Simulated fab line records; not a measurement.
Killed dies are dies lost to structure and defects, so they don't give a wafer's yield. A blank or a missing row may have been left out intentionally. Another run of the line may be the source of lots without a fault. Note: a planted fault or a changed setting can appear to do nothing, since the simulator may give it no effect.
Which tool is to blame? || flow gf180mcu || 31 wafers from 11 lots sampled at 6 of the route's 602 steps

## WHAT EACH GAUGE READ, for each wafer
GF_M2_RS_MEAS_05: uses a four-point probe to measure. Usual: M2_ALCU_RS gives 0.0700 ohm/sq (standard deviation 0.00081).
{"lot": "L890", "measured": "day 18 14:43", "on": "film metro-03", "M2_ALCU_RS (ohm/sq)": "0.0702 0.0702 0.0700", "flag": ""}
{"lot": "L892", "measured": "day 19 08:08", "on": "film metro-02", "M2_ALCU_RS (ohm/sq)": "0.0701 0.0697 0.0705", "flag": ""}
{"lot": "L896", "measured": "day 20 19:32", "on": "film metro-03", "M2_ALCU_RS (ohm/sq)": "0.0693 0.0690 0.0688", "flag": ""}
{"lot": "L898", "measured": "day 21 13:18", "on": "film metro-04", "M2_ALCU_RS (ohm/sq)": "0.0712 0.0721 0.0708", "flag": ""}
{"lot": "L899", "measured": "day 22 01:52", "on": "film metro-04", "M2_ALCU_RS (ohm/sq)": "0.0695 0.0694 0.0696", "flag": ""}
{"lot": "L900", "measured": "day 22 08:26", "on": "film metro-04", "M2_ALCU_RS (ohm/sq)": "0.0698 0.0691 0.0701", "flag": ""}
{"lot": "L906", "measured": "day 24 11:15", "on": "film metro-03", "M2_ALCU_RS (ohm/sq)": "0.0713 0.0874 0.0709", "flag": "OFF"}
{"lot": "L908", "measured": "day 25 03:32", "on": "film metro-04", "M2_ALCU_RS (ohm/sq)": "0.0699 0.0705 0.0863", "flag": "OFF"}
{"lot": "L909", "measured": "day 25 11:17", "on": "film metro-03", "M2_ALCU_RS (ohm/sq)": 0.0870, "flag": "OFF"}
{"lot": "L911", "measured": "day 25 18:35", "on": "film metro-04", "M2_ALCU_RS (ohm/sq)": "0.0695 0.0697 0.0696", "flag": ""}
{"lot": "L912", "measured": "day 26 04:38", "on": "film metro-03", "M2_ALCU_RS (ohm/sq)": "0.0696 0.0690 0.0698", "flag": ""}

GF_M2_THK_MEAS_06: measures by xrf. Usual: M2_ALCU_THK gives 446 nm (standard deviation 5.9).
{"lot": "L890", "measured": "day 18 14:50", "on": "film metro-03", "M2_ALCU_THK (nm)": "449 447 449", "flag": ""}
{"lot": "L892", "measured": "day 19 08:16", "on": "film metro-02", "M2_ALCU_THK (nm)": "442 445 441", "flag": ""}
{"lot": "L896", "measured": "day 20 19:39", "on": "film metro-03", "M2_ALCU_THK (nm)": "456 455 458", "flag": ""}
{"lot": "L898", "measured": "day 21 13:25", "on": "film metro-04", "M2_ALCU_THK (nm)": "438 435 439", "flag": ""}
{"lot": "L899", "measured": "day 22 01:58", "on": "film metro-04", "M2_ALCU_THK (nm)": "447 449 448", "flag": ""}
{"lot": "L900", "measured": "day 22 08:32", "on": "film metro-04", "M2_ALCU_THK (nm)": "446 449 446", "flag": ""}
{"lot": "L906", "measured": "day 24 11:22", "on": "film metro-03", "M2_ALCU_THK (nm)": "439 359 441", "flag": "OFF"}
{"lot": "L908", "measured": "day 25 03:38", "on": "film metro-04", "M2_ALCU_THK (nm)": "448 446 361", "flag": "OFF"}
{"lot": "L909", "measured": "day 25 11:24", "on": "film metro-03", "M2_ALCU_THK (nm)": 361, "flag": "OFF"}
{"lot": "L911", "measured": "day 25 18:42", "on": "film metro-04", "M2_ALCU_THK (nm)": "451 449 451", "flag": ""}
{"lot": "L912", "measured": "day 26 04:46", "on": "film metro-03", "M2_ALCU_THK (nm)": "452 456 449", "flag": ""}

## WHAT TOOL EACH LOT RAN ON (gives the tool, then ch and the chambers of the sampled wafers, and finally the start)
{"lot": "L890", "GF_V1_CMP_04": "cmp-01 ch 0,1,3, day 17 13:41", "GF_V1_SPUTTER_22": "pvd sputter-03, day 18 13:51", "GF_V1_CVD_23": "cvd w-02 ch 0,1, day 18 13:53", "GF_M2_SPUTTER_02": "pvd sputter-04, day 18 14:37"}
{"lot": "L892", "GF_V1_CMP_04": "cmp-02 ch 0,2, day 18 06:37", "GF_V1_SPUTTER_22": "pvd sputter-02, day 19 07:17", "GF_V1_CVD_23": "cvd w-02 ch 1, day 19 07:19", "GF_M2_SPUTTER_02": "pvd sputter-01, day 19 08:03"}
{"lot": "L896", "GF_V1_CMP_04": "cmp-02 ch 0,1,2, day 19 17:31", "GF_V1_SPUTTER_22": "pvd sputter-02, day 20 18:40", "GF_V1_CVD_23": "cvd w-01 ch 0,1, day 20 18:43", "GF_M2_SPUTTER_02": "pvd sputter-01, day 20 19:26"}
{"lot": "L898", "GF_V1_CMP_04": "cmp-01 ch 2,3, day 20 11:29", "GF_V1_SPUTTER_22": "pvd sputter-02, day 21 12:26", "GF_V1_CVD_23": "cvd w-01 ch 0,1, day 21 12:28", "GF_M2_SPUTTER_02": "pvd sputter-04, day 21 13:11"}
{"lot": "L899", "GF_V1_CMP_04": "cmp-01 ch 2,3, day 20 23:22", "GF_V1_SPUTTER_22": "pvd sputter-02, day 22 00:58", "GF_V1_CVD_23": "cvd w-01 ch 0,1, day 22 01:02", "GF_M2_SPUTTER_02": "pvd sputter-02, day 22 01:44"}
{"lot": "L900", "GF_V1_CMP_04": "cmp-01 ch 0,1,2, day 21 07:01", "GF_V1_SPUTTER_22": "pvd sputter-03, day 22 07:34", "GF_V1_CVD_23": "cvd w-01 ch 0,1, day 22 07:36", "GF_M2_SPUTTER_02": "pvd sputter-02, day 22 08:19"}
{"lot": "L906", "GF_V1_CMP_04": "cmp-02 ch 0,1,2, day 23 10:22", "GF_V1_SPUTTER_22": "pvd sputter-03, day 24 10:23", "GF_V1_CVD_23": "cvd w-02 ch 0,1, day 24 10:25", "GF_M2_SPUTTER_02": "pvd sputter-04, day 24 11:08"}
{"lot": "L908", "GF_V1_CMP_04": "cmp-01 ch 1,2, day 24 03:22", "GF_V1_SPUTTER_22": "pvd sputter-03, day 25 02:38", "GF_V1_CVD_23": "cvd w-01 ch 0,1, day 25 02:43", "GF_M2_SPUTTER_02": "pvd sputter-04, day 25 03:24"}
{"lot": "L909", "GF_V1_CMP_04": "cmp-01 ch 1, day 24 11:23", "GF_V1_SPUTTER_22": "pvd sputter-01, day 25 10:26", "GF_V1_CVD_23": "cvd w-01 ch 1, day 25 10:28", "GF_M2_SPUTTER_02": "pvd sputter-04, day 25 11:11"}
{"lot": "L911", "GF_V1_CMP_04": "cmp-01 ch 0,1,2, day 24 19:01", "GF_V1_SPUTTER_22": "pvd sputter-02, day 25 17:43", "GF_V1_CVD_23": "cvd w-02 ch 0,1, day 25 17:46", "GF_M2_SPUTTER_02": "pvd sputter-02, day 25 18:29"}
{"lot": "L912", "GF_V1_CMP_04": "cmp-01 ch 0,2,3, day 25 05:28", "GF_V1_SPUTTER_22": "pvd sputter-03, day 26 03:47", "GF_V1_CVD_23": "cvd w-02 ch 0,1, day 26 03:49", "GF_M2_SPUTTER_02": "pvd sputter-02, day 26 04:33"}
- GF_V1_CMP_04: polishes SiO2.
- GF_V1_SPUTTER_22: material TiN, target thk 10 nm, time 40 s.
- GF_V1_CVD_23: deposits W, target thk 350 nm, time 105.05 s.
- GF_M2_SPUTTER_02: material AlCu, target thk 450 nm, time 23.9 s.

## AS READ BY THE TOOLS THEMSELVES (means over the sampled wafers that have a number; for cases with no such wafer, the mark the record gives instead)
GF_V1_CMP_04. Usual: motor current A 11.8 A, standard deviation 0.84; retaining ring pressure frac 1.001, standard deviation 0.0045; time to endpoint s 74 s, standard deviation 4.6.
{"lot": "L890", "tool": "cmp-01", "motor current A (A)": 11.5, "retaining ring pressure frac": 1.001, "time to endpoint s (s)": 78, "flag": ""}
{"lot": "L892", "tool": "cmp-02", "motor current A (A)": 12.4, "retaining ring pressure frac": 0.999, "time to endpoint s (s)": 76, "flag": ""}
{"lot": "L896", "tool": "cmp-02", "motor current A (A)": 12.2, "retaining ring pressure frac": 1.001, "time to endpoint s (s)": 72, "flag": ""}
{"lot": "L898", "tool": "cmp-01", "motor current A (A)": 11.9, "retaining ring pressure frac": 1.002, "time to endpoint s (s)": 73, "flag": ""}
{"lot": "L899", "tool": "cmp-01", "motor current A (A)": 11.3, "retaining ring pressure frac": 0.997, "time to endpoint s (s)": 70, "flag": ""}
{"lot": "L900", "tool": "cmp-01", "motor current A (A)": 11.6, "retaining ring pressure frac": 0.996, "time to endpoint s (s)": 78, "flag": ""}
{"lot": "L906", "tool": "cmp-02", "motor current A (A)": 13.0, "retaining ring pressure frac": 1.004, "time to endpoint s (s)": 74, "flag": ""}
{"lot": "L908", "tool": "cmp-01", "motor current A (A)": 11.5, "retaining ring pressure frac": 1.000, "time to endpoint s (s)": 72, "flag": ""}
{"lot": "L909", "tool": "cmp-01", "motor current A (A)": 11.2, "retaining ring pressure frac": 0.997, "time to endpoint s (s)": 63, "flag": ""}
{"lot": "L911", "tool": "cmp-01", "motor current A (A)": 12.1, "retaining ring pressure frac": 1.002, "time to endpoint s (s)": 73, "flag": ""}
{"lot": "L912", "tool": "cmp-01", "motor current A (A)": 11.2, "retaining ring pressure frac": 0.997, "time to endpoint s (s)": 72, "flag": ""}

GF_V1_SPUTTER_22. Usual: 30.5 % for throttle valve pct, sd 0.78.
{"lot": "L890", "tool": "pvd sputter-03", "throttle valve pct (%)": 30.4, "flag": ""}
{"lot": "L892", "tool": "pvd sputter-02", "throttle valve pct (%)": 30.2, "flag": ""}
{"lot": "L896", "tool": "pvd sputter-02", "throttle valve pct (%)": 30.9, "flag": ""}
{"lot": "L898", "tool": "pvd sputter-02", "throttle valve pct (%)": 31.1, "flag": ""}
{"lot": "L899", "tool": "pvd sputter-02", "throttle valve pct (%)": 31.1, "flag": ""}
{"lot": "L900", "tool": "pvd sputter-03", "throttle valve pct (%)": 30.7, "flag": ""}
{"lot": "L906", "tool": "pvd sputter-03", "throttle valve pct (%)": 30.7, "flag": ""}
{"lot": "L908", "tool": "pvd sputter-03", "throttle valve pct (%)": 30.7, "flag": ""}
{"lot": "L909", "tool": "pvd sputter-01", "throttle valve pct (%)": 31.3, "flag": ""}
{"lot": "L911", "tool": "pvd sputter-02", "throttle valve pct (%)": 30.6, "flag": ""}
{"lot": "L912", "tool": "pvd sputter-03", "throttle valve pct (%)": 30.7, "flag": ""}

GF_V1_CVD_23. Usual: chamber pressure Torr 40.00 Torr, standard deviation 0.084; heater power w 775 W, standard deviation 78.
{"lot": "L890", "tool": "cvd w-02", "chamber pressure Torr (Torr)": 39.98, "heater power w (W)": 844, "flag": ""}
{"lot": "L892", "tool": "cvd w-02", "chamber pressure Torr (Torr)": 40.07, "heater power w (W)": 726, "flag": ""}
{"lot": "L896", "tool": "cvd w-01", "chamber pressure Torr (Torr)": 39.99, "heater power w (W)": 725, "flag": ""}
{"lot": "L898", "tool": "cvd w-01", "chamber pressure Torr (Torr)": 39.98, "heater power w (W)": 754, "flag": ""}
{"lot": "L899", "tool": "cvd w-01", "chamber pressure Torr (Torr)": 40.10, "heater power w (W)": 748, "flag": ""}
{"lot": "L900", "tool": "cvd w-01", "chamber pressure Torr (Torr)": 40.00, "heater power w (W)": 755, "flag": ""}
{"lot": "L906", "tool": "cvd w-02", "chamber pressure Torr (Torr)": 40.04, "heater power w (W)": 841, "flag": ""}
{"lot": "L908", "tool": "cvd w-01", "chamber pressure Torr (Torr)": 39.94, "heater power w (W)": 742, "flag": ""}
{"lot": "L909", "tool": "cvd w-01", "chamber pressure Torr (Torr)": 40.06, "heater power w (W)": 758, "flag": ""}
{"lot": "L911", "tool": "cvd w-02", "chamber pressure Torr (Torr)": 39.95, "heater power w (W)": 780, "flag": ""}
{"lot": "L912", "tool": "cvd w-02", "chamber pressure Torr (Torr)": 40.09, "heater power w (W)": 790, "flag": ""}

GF_M2_SPUTTER_02. Usual: 30.3 % for throttle valve pct, sd 0.99.
{"lot": "L890", "tool": "pvd sputter-04", "throttle valve pct (%)": 29.6, "flag": ""}
{"lot": "L892", "tool": "pvd sputter-01", "throttle valve pct (%)": 31.5, "flag": ""}
{"lot": "L896", "tool": "pvd sputter-01", "throttle valve pct (%)": 31.3, "flag": ""}
{"lot": "L898", "tool": "pvd sputter-04", "throttle valve pct (%)": 30.2, "flag": ""}
{"lot": "L899", "tool": "pvd sputter-02", "throttle valve pct (%)": 30.5, "flag": ""}
{"lot": "L900", "tool": "pvd sputter-02", "throttle valve pct (%)": 30.5, "flag": ""}
{"lot": "L906", "tool": "pvd sputter-04", "throttle valve pct (%)": 29.6, "flag": ""}
{"lot": "L908", "tool": "pvd sputter-04", "throttle valve pct (%)": 29.7, "flag": ""}
{"lot": "L909", "tool": "pvd sputter-04", "throttle valve pct (%)": 29.1, "flag": ""}
{"lot": "L911", "tool": "pvd sputter-02", "throttle valve pct (%)": 31.0, "flag": ""}
{"lot": "L912", "tool": "pvd sputter-02", "throttle valve pct (%)": 30.2, "flag": ""}

## THE ANSWER, worked out from the rows above alone
Rule: a lot counts as off when the mean over its wafers that have a number is more than 3 standard deviations away from the usual mean. A lot without any number at a reading at which 4 lots or more have one is off too. Where the step has rows for the other lots, those lots are counted as sound. Order of review: gauges by route order, followed by the tools' own readings, for which a lot's mean as printed above is used. At the first step where some lot is off, the reading lying furthest off is the one used; lots without a number count as furthest.
Off: L906, L908, L909, seen at GF_M2_RS_MEAS_05 (M2_ALCU_RS).
A tool fits if, at a process step before that reading, it ran every lot that is off, and no sound lot after the first of them. Those tools and the gauges at GF_M2_RS_MEAS_05 are tried in the same way. One candidate fits, namely pvd sputter-04 at GF_M2_SPUTTER_02. A fault onset in the window from L898 (day 21 13:11, its last sound lot) to L906 (day 24 11:08, its first lot off) fits.

## WHAT THE SIMULATOR HAD INSERTED
Process parameter drift: pvd sputter-04, from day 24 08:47 on, at GF_M2_SPUTTER_02. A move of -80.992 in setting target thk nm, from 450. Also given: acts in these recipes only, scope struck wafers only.
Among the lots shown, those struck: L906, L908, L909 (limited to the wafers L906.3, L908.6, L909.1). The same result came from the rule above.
